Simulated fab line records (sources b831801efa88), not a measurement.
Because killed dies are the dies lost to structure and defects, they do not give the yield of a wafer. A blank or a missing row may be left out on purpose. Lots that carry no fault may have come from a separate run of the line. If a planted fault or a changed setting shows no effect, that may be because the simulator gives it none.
fab line records + flow sky130
record
- lots=5
- wafers=15
- lastDay=50
route steps=708 shown SONOS_ONO@182 GATE_OXIDE@187 PAD_OPEN@708
lots with no fault: from the same line, run without faults
startH: start of the lot's first displayed wafer, in hours after the record's first day + waitH: how many hours have passed since the lot's step before this one + " the same as in the row above + L1.1+2: a single row standing in for several wafers + - no value present, or no start provided + * or withheld: withheld + < > ~ a bound
route shown NAME@n: NAME is a module with steps in the file, n the number in the route of the first one + usual: mean/standard deviation of fault-free wafers + same: alike in all rows + chamber/n: place in a boat + sites: the reading at each site + _std_site: how widely they spread, as a standard deviation + _edge_site: inner sites' mean taken away from outer sites' mean + radiusMm: for every site, how far away it sits from the centre of the wafer + mask NAME#n: copy n + behind: the last tool/chamber to shape the wafer + hold: why the lot was held/for how many hours/how that ended + device: the n, p or np transistor that did not switch + end of line: tests of these same wafers at the route's end + step lacking rows: just its recipe + killed: the dies lost at the first sort to structure and to defects; this is not the yield of the wafer + map: the dies of a wafer, with x for killed, . for not killed, _ for no die there
set.NAME: the setting the step ran with; set.NAME@STEP: the setting that earlier step ran with + model.NAME: the simulator's own value behind a step, which no gauge read
a table for each step, a row for each wafer; lots at some steps of the route
services: the hour from which a tool's chamber was out of use, counted from the record's first day as startH (under 0 if before that day), plus the number of hours and why
## steps
# step SKY_SONOS_ONO_OVL_MEAS_14
# usual
- SONOS_ONO_OVL=-0.6/1.4
| lot.wafer | tool       | chamber | startH | waitH | SONOS_ONO_OVL[nm] |
|-----------|------------|---------|--------|-------|-------------------|
| L258.2    | overlay-02 | -       | 284.12 | 0.1   | -1.9              |
| L258.4    | "          | -       | "      | "     | -2.0              |
| L258.5    | "          | -       | "      | "     | -2.5              |
| L261.2    | overlay-02 | -       | 312.73 | 0.1   | 0.6               |
| L261.5    | "          | -       | "      | "     | 0.3               |
| L261.6    | "          | -       | "      | "     | 0.2               |
| L266.1    | overlay-02 | -       | 348.28 | 0.1   | -1.5              |
| L266.4    | "          | -       | "      | "     | -3.8              |
| L266.5    | "          | -       | "      | "     | -3.4              |
| L279.1    | overlay-01 | -       | 463.25 | 0.1   | -0.7              |
| L279.3    | "          | -       | "      | "     | -2.4              |
| L279.6    | "          | -       | "      | "     | -1.4              |
| L280.1    | overlay-01 | -       | 479.00 | 0.1   | -0.3              |
| L280.2    | "          | -       | "      | "     | -0.2              |
| L280.4    | "          | -       | "      | "     | -0.7              |
# step SKY_SONOS_ONO_ETCH_15
# recipe
- targetDepthNm=19.52
- chemistry=CHF3/O2
- sourceW=600
- biasW=200
- pressureMtorr=40
- chf3FlowSccm=50
- O2_flow_sccm=5
- timeS=7.8
# usual
- drypumpMotorCurrentA=5.7/0.48
- oesProductAu=1.003/0.013
- throttleValvePct=8.825/0.0093
| lot.wafer | tool       | chamber | startH | waitH | drypumpMotorCurrentA | oesProductAu | rfHoursCounterH | throttleValvePct |
|-----------|------------|---------|--------|-------|----------------------|--------------|-----------------|------------------|
| L258.2    | rieDiel-04 | 2       | 284.15 | 0.0   | 5.6                  | 0.987        | 0               | 8.820            |
| L258.4    | "          | 3       | "      | "     | 5.2                  | 0.983        | 1               | 8.801            |
| L258.5    | "          | 3       | "      | "     | 5.2                  | 0.996        | -               | 8.821            |
| L261.2    | rieDiel-01 | 0       | 312.76 | 0.0   | 5.9                  | 0.999        | 32              | 8.821            |
| L261.5    | "          | 2       | "      | "     | 6.5                  | 1.001        | -               | 8.830            |
| L261.6    | "          | 0       | "      | "     | 5.8                  | 1.006        | -               | 8.828            |
| L266.1    | rieDiel-02 | 1       | 348.31 | 0.0   | 6.0                  | 1.035        | 2               | 8.821            |
| L266.4    | "          | 0       | "      | "     | 6.0                  | 1.012        | 9               | 8.842            |
| L266.5    | "          | 2       | "      | "     | 5.9                  | 0.991        | -               | 8.822            |
| L279.1    | rieDiel-01 | 3       | 463.29 | 0.0   | 5.6                  | 1.013        | 2               | 8.805            |
| L279.3    | "          | 0       | "      | "     | 5.9                  | 1.017        | 35              | 8.836            |
| L279.6    | "          | 1       | "      | "     | 6.3                  | 1.001        | -               | 8.820            |
| L280.1    | rieDiel-01 | 0       | 479.04 | 0.0   | 5.9                  | 1.003        | 35              | 8.824            |
| L280.2    | "          | 3       | "      | "     | 5.6                  | 1.009        | 2               | 8.815            |
| L280.4    | "          | 2       | "      | "     | 6.6                  | 0.995        | 4               | 8.832            |
# step SKY_SONOS_ONO_WET_ETCH_16
# recipe
- chemistry=dHF
- targetDepthNm=14
- dry=n2Spin
- target=SiO2
- dilution=100:1
- tempC=25
- timeS=280
# step SKY_SONOS_ONO_STRIP_17
# recipe
- chemistry=O2/N2
- powerW=1400
- pressureMtorr=1500
- platenTempC=withheld
- o2FlowSccm=3000
- n2FlowSccm=300
- overashFraction=0.5
# usual
- drypumpMotorCurrentA=5.49/0.2
- oesProductAu=0.709/0.0046
- stripTimeToEndpointS=14.09/0.042
| lot.wafer | tool           | chamber | startH | waitH | drypumpMotorCurrentA | oesProductAu | rfHoursCounterH | stripTimeToEndpointS |
|-----------|----------------|---------|--------|-------|----------------------|--------------|-----------------|----------------------|
| L258.2    | plasmaAsher-01 | 0       | 284.26 | 0.0   | 5.47                 | 0.706        | 58              | 14.07                |
| L258.4    | "              | 0       | "      | "     | 5.48                 | 0.703        | -               | 14.11                |
| L258.5    | "              | 1       | "      | "     | 5.21                 | 0.715        | -               | 14.12                |
| L261.2    | plasmaAsher-03 | 1       | 312.87 | 0.0   | 5.95                 | 0.708        | 53              | 14.05                |
| L261.5    | "              | 0       | "      | "     | 5.44                 | 0.711        | -               | 14.01                |
| L261.6    | "              | 1       | "      | "     | 5.95                 | 0.706        | -               | 14.03                |
| L266.1    | plasmaAsher-04 | 1       | 348.42 | 0.0   | 5.35                 | 0.709        | 63              | 14.15                |
| L266.4    | "              | 1       | "      | "     | 5.38                 | 0.714        | -               | 14.10                |
| L266.5    | "              | 0       | "      | "     | 5.71                 | 0.708        | -               | 14.14                |
| L279.1    | plasmaAsher-01 | 1       | 463.48 | 0.0   | 5.28                 | 0.707        | 3               | 14.09                |
| L279.3    | "              | 0       | "      | "     | 5.47                 | 0.711        | -               | 14.12                |
| L279.6    | "              | 0       | "      | "     | 5.47                 | 0.714        | -               | 14.09                |
| L280.1    | plasmaAsher-01 | 1       | 479.15 | 0.0   | 5.21                 | 0.717        | 5               | 14.05                |
| L280.2    | "              | 0       | "      | "     | 5.47                 | 0.704        | 5               | 14.08                |
| L280.4    | "              | 1       | "      | "     | 5.24                 | 0.709        | -               | 14.08                |
# step SKY_SONOS_ONO_WET_ETCH_18
# recipe
- chemistry=H3PO4
- targetDepthNm=15
- target=Si3N4
- tempC=160
- timeS=172
# step SKY_GATE_OXIDE_CLEAN_00
# recipe
- chemistry=SC1/SC2
- mix=1:4:20
- tempC=70
- timeS=150
- dry=n2Spin
# step SKY_GATE_OXIDE_OXIDATION_01
# recipe
- tempC=900
- ambient=O2
- stabiliseS=600
- purgeS=300
- targetThkA=102.68
- oxTimeS=1473
# step SKY_GATE_OXIDE_THK_MEAS_02
# recipe
- reads=SiO2_of_GATE_OXIDE_OXIDATION_01
# usual
- GATE_OXIDE_OXIDATION_00_THK=10.36/0.16
| lot.wafer | tool         | chamber | startH | waitH | GATE_OXIDE_OXIDATION_00_THK[nm] |
|-----------|--------------|---------|--------|-------|---------------------------------|
| L258.2    | filmMetro-02 | -       | 287.09 | 0.0   | 10.43                           |
| L258.4    | "            | -       | "      | "     | 10.39                           |
| L258.5    | "            | -       | "      | "     | 10.27                           |
| L261.2    | filmMetro-02 | -       | 315.18 | 0.0   | 10.35                           |
| L261.5    | "            | -       | "      | "     | 10.43                           |
| L261.6    | "            | -       | "      | "     | 10.24                           |
| L266.1    | filmMetro-02 | -       | 351.05 | 0.0   | 10.47                           |
| L266.4    | "            | -       | "      | "     | 10.44                           |
| L266.5    | "            | -       | "      | "     | 10.28                           |
| L279.1    | filmMetro-04 | -       | 466.80 | 0.0   | 10.51                           |
| L279.3    | "            | -       | "      | "     | 10.79                           |
| L279.6    | "            | -       | "      | "     | 10.51                           |
| L280.1    | filmMetro-01 | -       | 480.76 | 0.0   | 10.26                           |
| L280.2    | "            | -       | "      | "     | 10.16                           |
| L280.4    | "            | -       | "      | "     | 10.37                           |
# step SKY_GATE_OXIDE_DEHYDRATE_03
# recipe
- tempC=200
- timeS=60
# step SKY_GATE_OXIDE_HMDS_04
# recipe
- primeTimeS=60
- primeTempC=120
# step SKY_GATE_OXIDE_COAT_05
# recipe
- resist=NOVOLAK
- spinRpm=3000
- resistThkNm=1140
# step SKY_GATE_OXIDE_SOFTBAKE_06
# recipe
- tempC=90
- timeS=60
- resist=NOVOLAK
# step SKY_GATE_OXIDE_EXPOSE_07
# recipe
- maskId=LVOM
- na=0.6
- sourceShape=conventional
- sigmaOuter=0.6
- polarization=unpolarized
- targetCdNm=600
- doseMj=170
# same
- na=0.6
| lot.wafer  | tool            | chamber | startH | waitH | mask   |
|------------|-----------------|---------|--------|-------|--------|
| L258.2+4+5 | ilineStepper-02 | 0       | 299.75 | -     | LVOM#0 |
| L261.2+5+6 | ilineStepper-01 | 0       | 328.45 | -     | LVOM#0 |
| L266.1+4+5 | ilineStepper-02 | 0       | 364.58 | -     | TUNM#0 |
| L279.1+3+6 | ilineStepper-02 | 0       | 482.35 | -     | LVOM#0 |
| L280.1+2+4 | ilineStepper-02 | 0       | 495.97 | -     | LVOM#0 |
# step SKY_GATE_OXIDE_PEB_08
# recipe
- tempC=withheld
- timeS=*
- resist=NOVOLAK
# step SKY_GATE_OXIDE_DEVELOP_09
# recipe
- resist=NOVOLAK
- developer=TMAH
- developTimeS=60
- devTempC=23
# step SKY_GATE_OXIDE_OVL_MEAS_10
# usual
- GATE_OXIDE_OVL=0.0/1.2
| lot.wafer | tool       | chamber | startH | waitH | GATE_OXIDE_OVL[nm] |
|-----------|------------|---------|--------|-------|--------------------|
| L258.2    | overlay-02 | -       | 312.29 | 0.1   | 1.4                |
| L258.4    | "          | -       | "      | "     | 1.4                |
| L258.5    | "          | -       | "      | "     | 1.6                |
| L261.2    | overlay-01 | -       | 341.44 | 0.1   | 0.2                |
| L261.5    | "          | -       | "      | "     | 0.8                |
| L261.6    | "          | -       | "      | "     | 0.6                |
| L266.1    | overlay-02 | -       | 378.73 | 0.1   | -                  |
| L266.4    | "          | -       | "      | "     | -                  |
| L266.5    | "          | -       | "      | "     | -                  |
| L279.1    | overlay-02 | -       | 497.85 | 0.1   | -1.0               |
| L279.3    | "          | -       | "      | "     | 0.6                |
| L279.6    | "          | -       | "      | "     | -1.3               |
| L280.1    | overlay-01 | -       | 511.18 | 0.1   | 0.7                |
| L280.2    | "          | -       | "      | "     | 0.1                |
| L280.4    | "          | -       | "      | "     | -0.7               |
# step SKY_GATE_OXIDE_IMPLANT_11
# recipe
- species=B
- energyKev=10
- doseCm2=2.6e+12
- tiltDeg=withheld
# step SKY_GATE_OXIDE_WET_ETCH_12
# recipe
- chemistry=dHF
- targetDepthNm=16.8
- dry=n2Spin
- target=SiO2
- dilution=100:1
- tempC=25
- timeS=336
# step SKY_GATE_OXIDE_STRIP_13
# recipe
- chemistry=O2/N2
- powerW=1400
- pressureMtorr=1500
- platenTempC=withheld
- o2FlowSccm=3000
- n2FlowSccm=300
- overashFraction=0.5
# usual
- drypumpMotorCurrentA=5.44/0.14
- oesProductAu=0.716/0.0044
- stripTimeToEndpointS=14.17/0.038
| lot.wafer | tool           | chamber | startH | waitH | drypumpMotorCurrentA | oesProductAu | rfHoursCounterH | stripTimeToEndpointS |
|-----------|----------------|---------|--------|-------|----------------------|--------------|-----------------|----------------------|
| L258.2    | plasmaAsher-02 | 0       | 312.57 | 0.0   | 5.47                 | 0.717        | 18              | 14.17                |
| L258.4    | "              | 1       | "      | "     | 5.54                 | 0.715        | -               | 14.10                |
| L258.5    | "              | 1       | "      | "     | 5.50                 | 0.711        | -               | 14.16                |
| L261.2    | plasmaAsher-02 | 1       | 341.72 | 0.0   | 5.50                 | 0.722        | 21              | 14.15                |
| L261.5    | "              | 1       | "      | "     | 5.50                 | 0.715        | -               | 14.13                |
| L261.6    | "              | 0       | "      | "     | 5.48                 | 0.716        | -               | 14.14                |
| L266.1    | plasmaAsher-01 | 0       | 379.03 | 0.0   | 5.50                 | 0.713        | 68              | 14.20                |
| L266.4    | "              | 0       | "      | "     | 5.48                 | 0.717        | -               | 14.20                |
| L266.5    | "              | 0       | "      | "     | 5.46                 | 0.718        | -               | 14.18                |
| L279.1    | plasmaAsher-02 | 0       | 498.14 | 0.0   | 5.50                 | 0.712        | 36              | 14.14                |
| L279.3    | "              | 0       | "      | "     | 5.49                 | 0.716        | -               | 14.13                |
| L279.6    | "              | 0       | "      | "     | 5.49                 | 0.711        | -               | 14.15                |
| L280.1    | plasmaAsher-01 | 1       | 511.47 | 0.0   | 5.22                 | 0.728        | 9               | 14.14                |
| L280.2    | "              | 0       | "      | "     | 5.47                 | 0.716        | 9               | 14.14                |
| L280.4    | "              | 0       | "      | "     | 5.45                 | 0.713        | -               | 14.13                |
# step SKY_GATE_OXIDE_TW_MEAS_14
# usual
- GATE_OXIDE_TW=224.0/1.2
| lot.wafer | tool         | chamber | startH | waitH | GATE_OXIDE_TW |
|-----------|--------------|---------|--------|-------|---------------|
| L258.2    | filmMetro-04 | -       | 312.68 | 0.1   | 224.4         |
| L258.4    | "            | -       | "      | "     | 224.5         |
| L258.5    | "            | -       | "      | "     | 223.3         |
| L261.2    | filmMetro-04 | -       | 341.83 | 0.1   | 223.9         |
| L261.5    | "            | -       | "      | "     | 223.2         |
| L261.6    | "            | -       | "      | "     | 223.8         |
| L266.1    | filmMetro-02 | -       | 379.13 | 0.1   | 29.7          |
| L266.4    | "            | -       | "      | "     | 29.6          |
| L266.5    | "            | -       | "      | "     | 29.8          |
| L279.1    | filmMetro-01 | -       | 498.24 | 0.1   | 224.6         |
| L279.3    | "            | -       | "      | "     | 224.1         |
| L279.6    | "            | -       | "      | "     | 224.7         |
| L280.1    | filmMetro-04 | -       | 511.57 | 0.1   | 227.1         |
| L280.2    | "            | -       | "      | "     | 224.9         |
| L280.4    | "            | -       | "      | "     | 226.0         |
# step SKY_GATE_OXIDE_CLEAN_15
# recipe
- chemistry=SC1/SC2
- mix=1:4:20
- tempC=70
- timeS=150
- dry=n2Spin
# step SKY_PAD_OPEN_PROBE_99
# usual
- killed_at_M0_to_M3=44/6.9
- killed_at_M4_up=3.2/1.8
- killedAtContacts=23/5.2
- killedAtFrontEnd=15/4.5
- killedAtOther=0.3/0.56
- killedDies=85/8.8
- killedOnRim=17/3.5
- killedOpen=47/6.7
- killedShort=39/6.4
# same
- grossDies=492
- killedAtBackSide=0
| lot.wafer | tool      | chamber | startH  | waitH | killed_at_M0_to_M3 | killed_at_M4_up | killedAtContacts | killedAtFrontEnd | killedAtOther | killedDies | killedOnRim | killedOpen | killedShort |
|-----------|-----------|---------|---------|-------|--------------------|-----------------|------------------|------------------|---------------|------------|-------------|------------|-------------|
| L258.2    | prober-01 | -       | 1079.16 | 0.1   | 38                 | 3               | 19               | 16               | 0             | 76         | 16          | 48         | 28          |
| L258.4    | prober-01 | -       | 1079.26 | 0.2   | 35                 | 2               | 25               | 17               | 0             | 79         | 15          | 42         | 37          |
| L258.5    | prober-01 | -       | 1079.31 | 0.2   | 30                 | 0               | 19               | 14               | 0             | 63         | 10          | 35         | 28          |
| L261.2    | prober-02 | -       | 1102.88 | 0.1   | 49                 | 5               | 18               | 14               | 0             | 86         | 17          | 47         | 39          |
| L261.5    | prober-02 | -       | 1103.03 | 0.2   | 45                 | 1               | 12               | 18               | 0             | 76         | 14          | 49         | 27          |
| L261.6    | prober-02 | -       | 1103.08 | 0.2   | 41                 | 2               | 31               | 16               | 0             | 90         | 18          | 48         | 42          |
| L266.1    | prober-01 | -       | 1128.90 | 0.1   | 35                 | 3               | 26               | 428              | 0             | 492        | 96          | 39         | 36          |
| L266.4    | prober-01 | -       | 1129.05 | 0.2   | 45                 | 2               | 29               | 415              | 1             | 492        | 96          | 52         | 36          |
| L266.5    | prober-01 | -       | 1129.10 | 0.2   | 37                 | 4               | 25               | 426              | 0             | 492        | 96          | 46         | 38          |
| L279.1    | prober-02 | -       | 1197.41 | 0.1   | 42                 | 3               | 21               | 15               | 0             | 81         | 21          | 35         | 46          |
| L279.3    | prober-02 | -       | 1197.51 | 0.2   | 41                 | 3               | 20               | 23               | 0             | 87         | 16          | 51         | 36          |
| L279.6    | prober-02 | -       | 1197.66 | 0.2   | 47                 | 5               | 20               | 10               | 0             | 82         | 19          | 42         | 40          |
| L280.1    | prober-02 | -       | 1200.88 | 0.4   | 47                 | 5               | 17               | 13               | 0             | 82         | 17          | 39         | 43          |
| L280.2    | prober-02 | -       | 1200.93 | 0.4   | 60                 | 0               | 26               | 15               | 0             | 101        | 23          | 54         | 47          |
| L280.4    | prober-02 | -       | 1201.03 | 0.5   | 56                 | 5               | 20               | 16               | 0             | 97         | 19          | 52         | 45          |
# killed by level:class
L258.2 VIA1:geometricParticle:open=11 CONTACT:geometricParticle:open=8 LI_CONTACT:geometricParticle:open=7 VIA3:geometricParticle:open=6 POLY_GATE:geometricParticle:open=5 VIA2:geometricParticle:open=5 METAL1:geometricParticle:short=4 LI_CONTACT:geometricParticle:short=3
L258.4 CONTACT:geometricParticle:open=8 VIA3:geometricParticle:open=7 VIA2:geometricParticle:open=6 FIELD_ISO:geometricParticle:short=5 CONTACT:geometricParticle:short=5 VIA1:geometricParticle:short=5 LI_CONTACT:geometricParticle:open=5 VIA1:geometricParticle:open=5
L258.5 VIA1:geometricParticle:open=9 LI_CONTACT:geometricParticle:open=5 CONTACT:geometricParticle:short=5 FIELD_ISO:geometricParticle:open=4 CONTACT:geometricParticle:open=4 VIA2:geometricParticle:open=4 VIA3:geometricParticle:open=4 METAL2:geometricParticle:short=3
L261.2 VIA2:geometricParticle:open=10 CONTACT:geometricParticle:open=8 VIA3:geometricParticle:open=8 METAL1:geometricParticle:short=6 VIA1:geometricParticle:open=6 VIA3:geometricParticle:short=5 FIELD_ISO:geometricParticle:open=4 POLY_GATE:geometricParticle:open=4
L261.5 VIA2:geometricParticle:open=9 VIA1:geometricParticle:open=9 VIA3:geometricParticle:open=9 FIELD_ISO:geometricParticle:open=5 CONTACT:geometricParticle:open=5 VIA3:geometricParticle:short=4 VIA1:geometricParticle:short=4 METAL2:geometricParticle:short=4
L261.6 CONTACT:geometricParticle:open=10 CONTACT:geometricParticle:short=9 VIA1:geometricParticle:open=7 LI_CONTACT:geometricParticle:open=6 VIA3:geometricParticle:open=6 POLY_GATE:geometricParticle:short=5 VIA2:geometricParticle:open=5 FIELD_ISO:geometricParticle:open=4
L266.1 GATE_OXIDE:areaExpose=417 VIA1:geometricParticle:open=10 CONTACT:geometricParticle:open=8 LI_CONTACT:geometricParticle:open=7 POLY_GATE:geometricParticle:short=5 CONTACT:geometricParticle:short=5 VIA2:geometricParticle:open=5 LI_CONTACT:geometricParticle:short=4
L266.4 GATE_OXIDE:areaExpose=404 CONTACT:geometricParticle:open=11 VIA1:geometricParticle:open=10 LI_CONTACT:geometricParticle:open=8 METAL2:geometricParticle:short=8 VIA3:geometricParticle:open=7 POLY_GATE:geometricParticle:open=5 VIA2:geometricParticle:open=5
L266.5 GATE_OXIDE:areaExpose=408 CONTACT:geometricParticle:open=10 VIA1:geometricParticle:open=10 CONTACT:geometricParticle:short=7 FIELD_ISO:geometricParticle:open=6 METAL2:geometricParticle:short=5 SONOS_ONO:geometricParticle:open=4 LI_CONTACT:geometricParticle:open=4
L279.1 VIA1:geometricParticle:open=14 LOCAL_INTERCONNECT:geometricParticle:short=6 CONTACT:geometricParticle:short=6 VIA2:geometricParticle:open=6 FIELD_ISO:geometricParticle:short=5 POLY_GATE:geometricParticle:short=5 METAL2:geometricParticle:short=5 LI_CONTACT:geometricParticle:open=4
L279.3 VIA1:geometricParticle:open=10 CONTACT:geometricParticle:short=7 VIA3:geometricParticle:open=7 CONTACT:geometricParticle:open=6 LI_CONTACT:geometricParticle:open=5 METAL1:geometricParticle:short=5 METAL2:geometricParticle:short=5 FIELD_ISO:geometricParticle:open=4
L279.6 VIA3:geometricParticle:open=10 VIA1:geometricParticle:open=9 CONTACT:geometricParticle:short=8 VIA2:geometricParticle:open=6 LI_CONTACT:geometricParticle:open=5 METAL1:geometricParticle:short=5 POLY_GATE:geometricParticle:short=4 METAL2:geometricParticle:short=4
L280.1 METAL2:geometricParticle:short=8 VIA3:geometricParticle:open=8 VIA2:geometricParticle:open=7 CONTACT:geometricParticle:open=6 VIA1:geometricParticle:short=6 VIA1:geometricParticle:open=6 METAL1:geometricParticle:short=5 FIELD_ISO:geometricParticle:open=4
L280.2 VIA1:geometricParticle:open=17 VIA2:geometricParticle:open=10 LI_CONTACT:geometricParticle:open=9 METAL1:geometricParticle:short=7 POLY_GATE:geometricParticle:short=6 CONTACT:geometricParticle:open=6 VIA1:geometricParticle:short=5 VIA3:geometricParticle:short=5
L280.4 VIA1:geometricParticle:open=12 VIA3:geometricParticle:open=10 METAL2:geometricParticle:short=8 METAL1:geometricParticle:short=8 LI_CONTACT:geometricParticle:open=7 CONTACT:geometricParticle:open=6 CONTACT:geometricParticle:short=5 POLY_GATE:geometricParticle:short=5
# map L266.1 (x killed, . not)
__________xxxxxxxxxx_________
________xxxxxxxxxxxxxx_______
______xxxxxxxxxxxxxxxxxx_____
_____xxxxxxxxxxxxxxxxxxxx____
____xxxxxxxxxxxxxxxxxxxxxx___
___xxxxxxxxxxxxxxxxxxxxxxxx__
__xxxxxxxxxxxxxxxxxxxxxxxxxx_
_xxxxxxxxxxxxxxxxxxxxxxxxxxxx
_xxxxxxxxxxxxxxxxxxxxxxxxxxxx
_xxxxxxxxxxxxxxxxxxxxxxxxxxxx
_xxxxxxxxxxxxxxxxxxxxxxxxxxxx
_xxxxxxxxxxxxxxxxxxxxxxxxxxxx
_xxxxxxxxxxxxxxxxxxxxxxxxxxxx
_xxxxxxxxxxxxxxxxxxxxxxxxxxxx
_xxxxxxxxxxxxxxxxxxxxxxxxxxxx
__xxxxxxxxxxxxxxxxxxxxxxxxxx_
___xxxxxxxxxxxxxxxxxxxxxxxx__
____xxxxxxxxxxxxxxxxxxxxxx___
_____xxxxxxxxxxxxxxxxxxxx____
______xxxxxxxxxxxxxxxxxx_____
________xxxxxxxxxxxxxx_______
__________xxxxxxxxxx_________
# map L258.4 (x killed, . not)
__________.........._________
________....x........x_______
______..............x..._____
_____........x....xx....x____
____.x.x..................___
___...........x............__
__.............x..........x._
_........x.x.x..........xx...
_.x.......xxx.x.x............
_..........x....x..........x.
_x...x..................xx...
_x..x..xx.x...xx.....x.x.....
_....x.x......x......x.......
_...xxx..x.................x.
_..x...x................x..x.
__..x...xx....xx............_
___.x.x....x.....x......x..__
____x...x...x........x....___
_____....x.x.............____
______x..x.....x..x....._____
________...x......xxx._______
__________.x...xx..._________
## services
| tool            | chamber | startH | hours | kind      |
|-----------------|---------|--------|-------|-----------|
| rieDiel-02      | 0       | 265.38 | 6.0   | repair    |
| plasmaAsher-04  | -       | 266.30 | 1.3   | repair    |
| rieDiel-02      | -       | 347.27 | 0.8   | repair    |
| plasmaAsher-03  | -       | 357.60 | 0.5   | repair    |
| rieDiel-02      | 2       | 358.42 | 8.8   | repair    |
| rieDiel-04      | 2       | 362.49 | 10.9  | repair    |
| ilineStepper-01 | -       | 363.24 | 1.7   | pm        |
| plasmaAsher-04  | -       | 368.22 | 2.8   | pm        |
| rieDiel-01      | 2       | 369.65 | 2.9   | repair    |
| rieDiel-01      | 0       | 396.84 | 3.8   | repair    |
| ilineStepper-02 | -       | 399.92 | 17.0  | repair    |
| rieDiel-02      | 2       | 407.85 | 15.7  | repair    |
| rieDiel-04      | 1       | 409.50 | 3.4   | repair    |
| plasmaAsher-01  | -       | 421.25 | 9.0   | pm        |
| plasmaAsher-01  | 0       | 421.25 | 10.6  | ventCycle |
| plasmaAsher-01  | 1       | 421.25 | 10.6  | ventCycle |
| ilineStepper-02 | -       | 428.59 | 1.7   | pm        |
| plasmaAsher-01  | -       | 429.01 | 2.8   | repair    |
| plasmaAsher-01  | 0       | 430.25 | -     | clean     |
| ilineStepper-01 | -       | 444.36 | 4.4   | repair    |
| plasmaAsher-02  | -       | 445.45 | 1.6   | repair    |
| plasmaAsher-02  | -       | 484.70 | 1.3   | repair    |
| rieDiel-02      | 1       | 501.01 | 3.0   | repair    |
| rieDiel-02      | 2       | 501.17 | 1.9   | repair    |
## key
firstSign
- step=SKY_GATE_OXIDE_EXPOSE_07
- reading=mask
- direction=changed
effect
- step=SKY_GATE_OXIDE_OVL_MEAS_10
- reading=GATE_OXIDE_OVL
- direction=missing
effect
- step=SKY_GATE_OXIDE_TW_MEAS_14
- reading=GATE_OXIDE_TW
- direction=down
- sigmas=99+
- usual=224.0
- struck=29.7
effect
- step=SKY_PAD_OPEN_PROBE_99
- reading=killedAtFrontEnd
- direction=up
- sigmas=90
- usual=15
- struck=423
moreKillsBornAt
- SKY_GATE_OXIDE_EXPOSE_07@ilineStepper-02=1229
metAt SKY_GATE_OXIDE_EXPOSE_07
struckWafers L266.1,L266.4,L266.5
laterRowsLeftOut L266.1,L266.4,L266.5
testerLeftOut L266
onsetBetween 299.75 364.58
fault
- kind=wrongMask
- tool=any
- chamber=-
- onsetH=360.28
- steps=SKY_GATE_OXIDE_EXPOSE_07
- auxCopy=TUNM#0
- scope=struckLotsOnly
# testerLeftOut: of these lots the tester's yield and bins aren't shown, on N5 and GAA mostly nor the transistor test; their killed dies are dies lost to structure and defects alone, not to doping, threshold or leakage, so they don't give the yield
# laterRowsLeftOut: the simulator's readings of these wafers behind a module that went badly wrong aren't trusted and aren't shown, but for the sort
